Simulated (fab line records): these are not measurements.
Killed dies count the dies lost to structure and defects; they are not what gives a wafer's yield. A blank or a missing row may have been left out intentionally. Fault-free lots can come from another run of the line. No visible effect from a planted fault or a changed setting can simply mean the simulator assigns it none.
fab line records    flow gf180mcu
record lots=24  wafers=72  last_day=34
route steps=602 shown STI@3 VT_IMPLANT@119 M2@377 V2@386 M3@423 TOP_METAL@573
lots that met no fault: from a run of the same line without faults
start_h: hours from the record's opening day to when the first of the lot's shown wafers began    wait_h: hours since the lot's step before    " as in the row above    L1.1+2: several wafers, shown together as one row    - no value, or no start was given    * or withheld: withheld    < > ~ a bound
route shown NAME@n: NAME is a module with steps in the file, n the number in the route of the first one    usual: the fault-free wafers' mean and standard deviation    same: alike in all rows    chamber/n: place in a boat    sites: the reading at each site    _std_site: the values' standard deviation    _edge_site: mean of outer sites minus mean of inner sites    radius_mm: how far each site lies from the wafer's centre    mask NAME#n: copy n    behind: the most recent tool/chamber to have shaped the wafer    hold: what put the lot on hold/how long, in hours/how the hold closed    device: the n, p or np transistor that did not switch    end of line: the tests these same wafers got at the end of their route    a step without rows: its recipe alone    killed: count of dies lost to structure and defects at first sort (not the wafer's yield)    map: per-die view of a wafer (x killed, . not killed, _ where there is no die)
set.NAME: the setting the step ran with; set.NAME@STEP: the setting that earlier step ran with    model.NAME: the simulator's own value behind a step, which no gauge read
a sample of lots followed through the steps of the route, with each step as a table and each wafer as a row
services: the hour from which a tool's chamber was out of use, counted from the record's first day as start_h (under 0 if before that day), plus the number of hours and why
## steps
# step GF_STI_THK_MEAS_02
# recipe reads=SiO2_of_STI_OXIDATION_01
# usual STI_OXIDATION_THK=10.08/0.17
lot.wafer  tool           chamber  start_h  wait_h  STI_OXIDATION_THK[nm]
L074.1     film_metro-02  -        11.51    0.0     10.30
L074.5     "              -        "        "       10.38
L074.6     "              -        "        "       10.40
L075.1     film_metro-04  -        17.62    0.0     10.13
L075.2     "              -        "        "       10.19
L075.5     "              -        "        "       10.10
L076.1     film_metro-02  -        21.51    0.0     9.79
L076.3     "              -        "        "       9.97
L076.5     "              -        "        "       9.95
L077.2     film_metro-02  -        26.52    0.0     9.98
L077.3     "              -        "        "       10.02
L077.6     "              -        "        "       9.98
L078.1     film_metro-02  -        31.90    0.0     9.85
L078.3     "              -        "        "       9.64
L078.6     "              -        "        "       9.90
L079.1     film_metro-02  -        36.58    0.0     10.35
L079.2     "              -        "        "       10.34
L079.6     "              -        "        "       10.45
L080.1     film_metro-02  -        41.51    0.0     10.16
L080.5     "              -        "        "       9.92
L080.6     "              -        "        "       9.87
L081.2     film_metro-02  -        47.49    0.0     10.00
L081.4     "              -        "        "       10.19
L081.5     "              -        "        "       9.83
L082.1     film_metro-04  -        51.51    0.0     10.31
L082.4     "              -        "        "       10.41
L082.6     "              -        "        "       10.32
L083.2     film_metro-04  -        56.86    0.0     10.08
L083.3     "              -        "        "       9.98
L083.6     "              -        "        "       9.90
L084.1     film_metro-02  -        61.51    0.0     9.95
L084.3     "              -        "        "       9.82
L084.6     "              -        "        "       9.93
L085.3     film_metro-04  -        67.49    0.0     10.05
L085.5     "              -        "        "       10.24
L085.6     "              -        "        "       10.19
L086.1     film_metro-02  -        71.51    0.0     10.33
L086.3     "              -        "        "       10.18
L086.6     "              -        "        "       10.24
L087.1     film_metro-02  -        77.06    0.0     10.10
L087.3     "              -        "        "       9.92
L087.4     "              -        "        "       9.98
L088.2     film_metro-01  -        81.67    0.0     9.97
L088.3     "              -        "        "       9.96
L088.6     "              -        "        "       9.95
L089.1     film_metro-02  -        86.51    0.0     10.25
L089.4     "              -        "        "       10.18
L089.5     "              -        "        "       10.16
L090.1     film_metro-04  -        91.51    0.0     10.28
L090.2     "              -        "        "       10.16
L090.6     "              -        "        "       10.11
L091.3     film_metro-02  -        96.91    0.0     10.16
L091.5     "              -        "        "       10.02
L091.6     "              -        "        "       10.08
L092.1     film_metro-04  -        103.77   0.0     9.98
L092.2     "              -        "        "       9.81
L092.6     "              -        "        "       9.91
L093.2     film_metro-02  -        106.73   0.0     10.08
L093.5     "              -        "        "       9.93
L093.6     "              -        "        "       9.91
L094.3     film_metro-04  -        112.87   0.0     10.32
L094.4     "              -        "        "       10.31
L094.6     "              -        "        "       10.51
L095.2     film_metro-02  -        116.52   0.0     10.30
L095.3     "              -        "        "       10.26
L095.6     "              -        "        "       10.40
L096.1     film_metro-02  -        121.51   0.0     9.99
L096.4     "              -        "        "       10.20
L096.5     "              -        "        "       10.16
L097.1     film_metro-02  -        126.51   0.0     10.11
L097.4     "              -        "        "       10.00
L097.6     "              -        "        "       9.90
# step GF_VT_IMPLANT_OVL_MEAS_29
# usual VT_IMPLANT_02_OVL=-0.5/1.5
lot.wafer  tool        chamber  start_h  wait_h  VT_IMPLANT_02_OVL[nm]
L074.1     overlay-02  -        140.47   0.1     -0.2
L074.5     "           -        "        "       -0.8
L074.6     "           -        "        "       -1.5
L075.1     overlay-02  -        148.46   0.1     -3.3
L075.2     "           -        "        "       -1.0
L075.5     "           -        "        "       -4.1
L076.1     overlay-01  -        153.46   0.1     1.2
L076.3     "           -        "        "       0.3
L076.5     "           -        "        "       1.5
L077.2     overlay-01  -        160.82   0.1     -1.3
L077.3     "           -        "        "       -2.3
L077.6     "           -        "        "       -1.4
L078.1     overlay-01  -        165.82   0.1     -0.5
L078.3     "           -        "        "       -0.6
L078.6     "           -        "        "       -2.0
L079.1     overlay-02  -        171.47   0.1     -2.8
L079.2     "           -        "        "       -0.8
L079.6     "           -        "        "       -0.5
L080.1     overlay-02  -        181.22   0.1     -1.6
L080.5     "           -        "        "       -0.1
L080.6     "           -        "        "       -2.5
L081.2     overlay-01  -        192.67   0.1     -3.1
L081.4     "           -        "        "       -3.3
L081.5     "           -        "        "       -1.9
L082.1     overlay-02  -        196.51   0.1     -0.4
L082.4     "           -        "        "       1.4
L082.6     "           -        "        "       0.1
L083.2     overlay-02  -        201.12   0.1     -0.8
L083.3     "           -        "        "       -0.5
L083.6     "           -        "        "       2.1
L084.1     overlay-02  -        207.11   0.1     -1.4
L084.3     "           -        "        "       -1.7
L084.6     "           -        "        "       -1.8
L085.3     overlay-01  -        215.72   0.1     0.2
L085.5     "           -        "        "       -0.9
L085.6     "           -        "        "       -0.2
L086.1     overlay-01  -        219.96   0.1     2.1
L086.3     "           -        "        "       2.7
L086.6     "           -        "        "       2.4
L087.1     overlay-01  -        225.74   0.1     1.8
L087.3     "           -        "        "       -1.5
L087.4     "           -        "        "       0.0
L088.2     overlay-02  -        234.07   0.1     -2.5
L088.3     "           -        "        "       -1.0
L088.6     "           -        "        "       0.3
L089.1     overlay-02  -        240.56   0.1     0.3
L089.4     "           -        "        "       1.6
L089.5     "           -        "        "       0.6
L090.1     overlay-01  -        245.66   0.1     -0.6
L090.2     "           -        "        "       -0.7
L090.6     "           -        "        "       2.1
L091.3     overlay-01  -        254.40   0.1     -0.3
L091.5     "           -        "        "       0.9
L091.6     "           -        "        "       0.3
L092.1     overlay-02  -        266.26   0.1     -1.7
L092.2     "           -        "        "       -0.4
L092.6     "           -        "        "       -1.9
L093.2     overlay-01  -        266.79   0.1     -0.8
L093.5     "           -        "        "       -0.4
L093.6     "           -        "        "       -1.1
L094.3     overlay-02  -        276.00   0.1     -1.4
L094.4     "           -        "        "       0.5
L094.6     "           -        "        "       0.1
L096.1     overlay-02  -        286.86   0.1     -1.9
L096.4     "           -        "        "       -2.0
L096.5     "           -        "        "       0.2
L095.2     overlay-01  -        287.57   0.1     -1.8
L095.3     "           -        "        "       -0.6
L095.6     "           -        "        "       -1.0
L097.1     overlay-02  -        293.81   0.1     1.0
L097.4     "           -        "        "       0.1
L097.6     "           -        "        "       -1.1
# step GF_M2_OVL_MEAS_15
# usual M2_OVL=2/5.8
lot.wafer  tool        chamber  start_h  wait_h  M2_OVL[nm]
L074.1     overlay-01  -        439.96   0.1     1
L074.5     "           -        "        "       -3
L074.6     "           -        "        "       0
L075.1     overlay-02  -        453.30   0.1     10
L075.2     "           -        "        "       7
L075.5     "           -        "        "       13
L076.1     overlay-01  -        457.81   0.1     -4
L076.3     "           -        "        "       2
L076.5     "           -        "        "       1
L077.2     overlay-02  -        470.36   0.1     1
L077.3     "           -        "        "       4
L077.6     "           -        "        "       0
L078.1     overlay-01  -        477.60   0.1     0
L078.3     "           -        "        "       6
L078.6     "           -        "        "       -1
L079.1     overlay-01  -        485.21   0.1     -8
L079.2     "           -        "        "       -1
L079.6     "           -        "        "       2
L080.1     overlay-02  -        494.93   0.1     10
L080.5     "           -        "        "       7
L080.6     "           -        "        "       10
L081.2     overlay-01  -        513.31   0.1     6
L081.4     "           -        "        "       7
L081.5     "           -        "        "       7
L082.1     overlay-02  -        518.73   0.1     3
L082.4     "           -        "        "       3
L082.6     "           -        "        "       5
L083.2     overlay-02  -        527.90   0.1     0
L083.3     "           -        "        "       -10
L083.6     "           -        "        "       -5
L084.1     overlay-01  -        530.33   0.1     -4
L084.3     "           -        "        "       6
L084.6     "           -        "        "       -3
L085.3     overlay-02  -        541.09   0.1     6
L085.5     "           -        "        "       -1
L085.6     "           -        "        "       -1
L086.1     overlay-01  -        544.98   0.1     1
L086.3     "           -        "        "       9
L086.6     "           -        "        "       0
L087.1     overlay-01  -        554.13   0.1     -4
L087.3     "           -        "        "       -3
L087.4     "           -        "        "       2
L088.2     overlay-02  -        563.40   0.1     2
L088.3     "           -        "        "       1
L088.6     "           -        "        "       0
L089.1     overlay-01  -        571.75   0.1     1
L089.4     "           -        "        "       -7
L089.5     "           -        "        "       2
L090.1     overlay-01  -        580.45   0.1     -2
L090.2     "           -        "        "       -1
L090.6     "           -        "        "       -4
L091.3     overlay-02  -        584.46   0.1     1
L091.5     "           -        "        "       9
L091.6     "           -        "        "       -1
L092.1     overlay-01  -        602.15   0.1     8
L092.2     "           -        "        "       1
L092.6     "           -        "        "       -4
L093.2     overlay-02  -        603.32   0.1     15
L093.5     "           -        "        "       13
L093.6     "           -        "        "       12
L094.3     overlay-02  -        608.61   0.1     -3
L094.4     "           -        "        "       -3
L094.6     "           -        "        "       0
L096.1     overlay-01  -        622.00   0.1     -3
L096.4     "           -        "        "       2
L096.5     "           -        "        "       -5
L095.2     overlay-02  -        624.30   0.1     -3
L095.3     "           -        "        "       -1
L095.6     "           -        "        "       -7
L097.1     overlay-02  -        631.40   0.1     3
L097.4     "           -        "        "       3
L097.6     "           -        "        "       9
# step GF_V2_CMP_04
# recipe material=SiO2  down_force_psi=4  platen_rpm=60  pad_velocity_m_s=0.94248
# usual motor_current_A=11.8/0.84  time_to_endpoint_s=79/5.1
lot.wafer  tool    chamber  start_h  wait_h  motor_current_A  time_to_endpoint_s
L074.1     cmp-01  1        441.05   0.2     13.0             76
L074.5     "       2        "        "       11.7             73
L074.6     "       3        "        "       11.8             77
L075.1     cmp-01  3        454.24   0.1     11.1             81
L075.2     "       2        "        "       12.3             81
L075.5     "       3        "        "       11.6             79
L076.3     cmp-01  2        458.85   0.1     11.2             74
L076.1     "       3        "        "       11.2             73
L076.5     "       1        "        "       13.3             85
L077.2     cmp-02  1        471.36   0.0     10.3             82
L077.3     "       0        "        "       11.8             81
L077.6     "       2        "        "       11.1             80
L078.3     cmp-02  0        479.84   1.3     11.9             77
L078.1     "       2        "        "       11.1             73
L078.6     "       0        "        "       11.5             80
L079.1     cmp-01  2        486.19   0.1     12.4             69
L079.2     "       1        "        "       12.5             71
L079.6     "       3        "        "       11.5             73
L080.1     cmp-01  1        496.01   0.1     12.4             80
L080.5     "       3        "        "       11.3             81
L080.6     "       0        "        "       11.8             87
L081.4     cmp-01  2        514.35   0.1     11.3             86
L081.2     "       3        "        "       11.0             75
L081.5     "       0        "        "       11.7             77
L082.4     cmp-01  2        519.77   0.1     12.1             81
L082.1     "       3        "        "       11.8             75
L082.6     "       0        "        "       11.2             79
L083.3     cmp-01  0        528.87   0.0     11.1             80
L083.2     "       2        "        "       11.7             75
L083.6     "       0        "        "       11.6             87
L084.1     cmp-02  2        532.62   1.4     10.8             76
L084.3     "       3        "        "       13.3             78
L084.6     "       2        "        "       11.2             78
L085.3     cmp-01  3        542.19   0.1     11.4             76
L085.5     "       1        "        "       12.5             88
L085.6     "       2        "        "       11.6             83
L086.3     cmp-02  3        546.37   0.3     13.6             77
L086.1     "       1        "        "       10.5             78
L086.6     "       3        "        "       14.0             85
L087.3     cmp-02  0        555.18   0.0     11.8             87
L087.4     "       1        "        "       10.2             89
L087.1     "       3        "        "       13.5             76
L088.3     cmp-02  1        564.36   0.0     10.4             80
L088.2     "       0        "        "       12.3             82
L088.6     "       2        "        "       10.9             77
L089.4     cmp-02  3        572.81   0.1     12.8             82
L089.1     "       0        "        "       11.9             77
L089.5     "       1        "        "       11.1             86
L090.2     cmp-01  0        581.40   0.0     11.9             75
L090.1     "       2        "        "       11.4             66
L090.6     "       1        "        "       12.7             74
L091.3     cmp-01  0        585.58   0.1     11.3             76
L091.5     "       2        "        "       12.0             73
L091.6     "       3        "        "       11.8             75
L092.2     cmp-01  3        603.53   0.1     11.5             69
L092.1     "       0        "        "       11.5             80
L092.6     "       2        "        "       11.8             75
L093.2     cmp-02  0        604.31   0.1     12.0             81
L093.5     "       3        "        "       12.8             83
L093.6     "       0        "        "       12.3             85
L094.4     cmp-01  1        609.98   0.1     12.9             81
L094.3     "       2        "        "       11.6             69
L094.6     "       3        "        "       11.7             78
L096.4     cmp-01  1        623.20   0.3     12.8             78
L096.1     "       2        "        "       11.5             73
L096.5     "       2        "        "       11.6             83
L095.3     cmp-01  0        625.62   0.4     11.2             73
L095.2     "       1        "        "       12.5             76
L095.6     "       3        "        "       11.7             76
L097.4     cmp-02  3        632.44   0.1     14.1             82
L097.1     "       0        "        "       12.0             85
L097.6     "       1        "        "       11.0             94
# step GF_M3_CD_MEAS_14
# recipe target_cd_nm=280
# usual cd_nm=280.1/1.1
lot.wafer  tool       chamber  start_h  wait_h  cd_nm
L074.1     cd_sem-01  -        490.94   0.1     280.6
L074.5     "          -        "        "       279.8
L074.6     "          -        "        "       280.2
L075.1     cd_sem-02  -        504.26   0.1     279.4
L075.2     "          -        "        "       280.3
L075.5     "          -        "        "       279.6
L076.1     cd_sem-01  -        508.79   0.1     281.5
L076.3     "          -        "        "       280.2
L076.5     "          -        "        "       282.2
L077.2     cd_sem-02  -        520.58   0.1     280.8
L077.3     "          -        "        "       281.2
L077.6     "          -        "        "       279.6
L078.1     cd_sem-01  -        528.20   0.2     278.6
L078.3     "          -        "        "       277.9
L078.6     "          -        "        "       279.1
L079.1     cd_sem-01  -        534.96   0.1     279.3
L079.2     "          -        "        "       279.7
L079.6     "          -        "        "       278.4
L080.1     cd_sem-01  -        543.26   0.1     281.2
L080.5     "          -        "        "       280.3
L080.6     "          -        "        "       280.2
L081.2     cd_sem-02  -        561.58   0.1     279.0
L081.4     "          -        "        "       278.1
L081.5     "          -        "        "       277.7
L082.1     cd_sem-02  -        566.11   0.1     280.6
L082.4     "          -        "        "       280.6
L082.6     "          -        "        "       280.4
L083.2     cd_sem-02  -        574.70   0.1     280.5
L083.3     "          -        "        "       280.4
L083.6     "          -        "        "       280.9
L084.1     cd_sem-02  -        578.11   0.1     280.7
L084.3     "          -        "        "       280.3
L084.6     "          -        "        "       282.3
L085.3     cd_sem-02  -        588.62   0.1     278.7
L085.5     "          -        "        "       277.9
L085.6     "          -        "        "       278.1
L086.1     cd_sem-01  -        591.98   0.1     281.7
L086.3     "          -        "        "       281.5
L086.6     "          -        "        "       281.7
L087.1     cd_sem-01  -        600.76   0.1     279.8
L087.3     "          -        "        "       280.3
L087.4     "          -        "        "       280.8
L088.2     cd_sem-01  -        609.78   0.1     279.4
L088.3     "          -        "        "       279.3
L088.6     "          -        "        "       280.1
L089.1     cd_sem-01  -        616.40   0.1     280.3
L089.4     "          -        "        "       280.8
L089.5     "          -        "        "       280.8
L090.1     cd_sem-02  -        625.75   0.1     281.5
L090.2     "          -        "        "       281.0
L090.6     "          -        "        "       280.5
L091.3     cd_sem-01  -        629.44   0.1     278.0
L091.5     "          -        "        "       279.9
L091.6     "          -        "        "       277.7
L092.1     cd_sem-02  -        647.16   0.1     281.1
L092.2     "          -        "        "       282.4
L092.6     "          -        "        "       280.6
L093.2     cd_sem-01  -        648.12   0.1     279.8
L093.5     "          -        "        "       281.1
L093.6     "          -        "        "       280.8
L094.3     cd_sem-01  -        652.00   0.1     279.3
L094.4     "          -        "        "       279.9
L094.6     "          -        "        "       280.5
L096.1     cd_sem-01  -        663.66   0.1     280.4
L096.4     "          -        "        "       281.1
L096.5     "          -        "        "       279.5
L095.2     cd_sem-01  -        667.88   0.1     278.8
L095.3     "          -        "        "       278.2
L095.6     "          -        "        "       279.9
L097.1     cd_sem-02  -        673.36   0.1     282.2
L097.4     "          -        "        "       282.8
L097.6     "          -        "        "       281.1
# step GF_TOP_METAL_THK_MEAS_06
# recipe thk_meas_gauge=xrf  reads=AlCu_of_TOP_METAL_SPUTTER_02
# usual TOP_METAL_ALCU_THK=909/13
lot.wafer  tool           chamber  start_h  wait_h  TOP_METAL_ALCU_THK[nm]
L074.1     film_metro-01  -        633.74   0.1     912
L074.5     "              -        "        "       908
L074.6     "              -        "        "       907
L075.1     film_metro-02  -        644.68   0.1     909
L075.2     "              -        "        "       898
L075.5     "              -        "        "       903
L076.1     film_metro-01  -        649.85   0.1     905
L076.3     "              -        "        "       906
L076.5     "              -        "        "       907
L077.2     film_metro-03  -        659.48   0.1     905
L077.3     "              -        "        "       904
L077.6     "              -        "        "       906
L078.1     film_metro-01  -        664.45   0.1     924
L078.3     "              -        "        "       918
L078.6     "              -        "        "       908
L079.1     film_metro-02  -        671.89   0.1     916
L079.2     "              -        "        "       921
L079.6     "              -        "        "       921
L080.1     film_metro-01  -        678.67   0.1     931
L080.5     "              -        "        "       925
L080.6     "              -        "        "       928
L081.2     film_metro-01  -        693.82   0.1     903
L081.4     "              -        "        "       895
L081.5     "              -        "        "       891
L082.1     film_metro-03  -        697.13   0.1     886
L082.4     "              -        "        "       895
L082.6     "              -        "        "       885
L083.2     film_metro-02  -        704.92   0.1     917
L083.3     "              -        "        "       904
L083.6     "              -        "        "       902
L084.1     film_metro-02  -        707.07   0.1     922
L084.3     "              -        "        "       919
L084.6     "              -        "        "       920
L085.3     film_metro-03  -        717.90   0.1     895
L085.5     "              -        "        "       888
L085.6     "              -        "        "       896
L086.1     film_metro-01  -        720.61   0.1     905
L086.3     "              -        "        "       910
L086.6     "              -        "        "       915
L087.1     film_metro-02  -        727.11   0.1     892
L087.3     "              -        "        "       888
L087.4     "              -        "        "       893
L088.2     film_metro-01  -        738.39   0.1     922
L088.3     "              -        "        "       926
L088.6     "              -        "        "       924
L089.1     film_metro-01  -        742.17   0.1     919
L089.4     "              -        "        "       922
L089.5     "              -        "        "       909
L090.1     film_metro-01  -        749.07   0.1     914
L090.2     "              -        "        "       906
L090.6     "              -        "        "       915
L091.3     film_metro-02  -        750.75   0.1     904
L091.5     "              -        "        "       908
L091.6     "              -        "        "       891
L092.1     film_metro-03  -        765.53   0.1     897
L092.2     "              -        "        "       898
L092.6     "              -        "        "       896
L093.2     film_metro-02  -        766.54   0.1     924
L093.5     "              -        "        "       922
L093.6     "              -        "        "       912
L094.3     film_metro-01  -        769.60   0.1     937
L094.4     "              -        "        "       921
L094.6     "              -        "        "       914
L096.1     film_metro-03  -        781.15   0.1     891
L096.4     "              -        "        "       894
L096.5     "              -        "        "       892
L095.2     film_metro-02  -        782.14   0.1     914
L095.3     "              -        "        "       919
L095.6     "              -        "        "       925
L097.1     film_metro-01  -        787.84   0.1     912
L097.4     "              -        "        "       913
L097.6     "              -        "        "       911
## services
tool    chamber  start_h  hours  kind
cmp-01  -        419.17   1.8    repair
cmp-02  -        439.63   6.9    pm
cmp-01  -        475.82   6.0    pm
cmp-02  -        476.84   2.7    repair
cmp-02  -        520.13   12.4   pm
cmp-01  -        545.81   2.9    repair
cmp-01  -        572.00   4.0    pm
cmp-01  -        576.00   -      consumable_replace:conditioner
cmp-01  -        576.00   -      consumable_replace:pad
## key
fault none
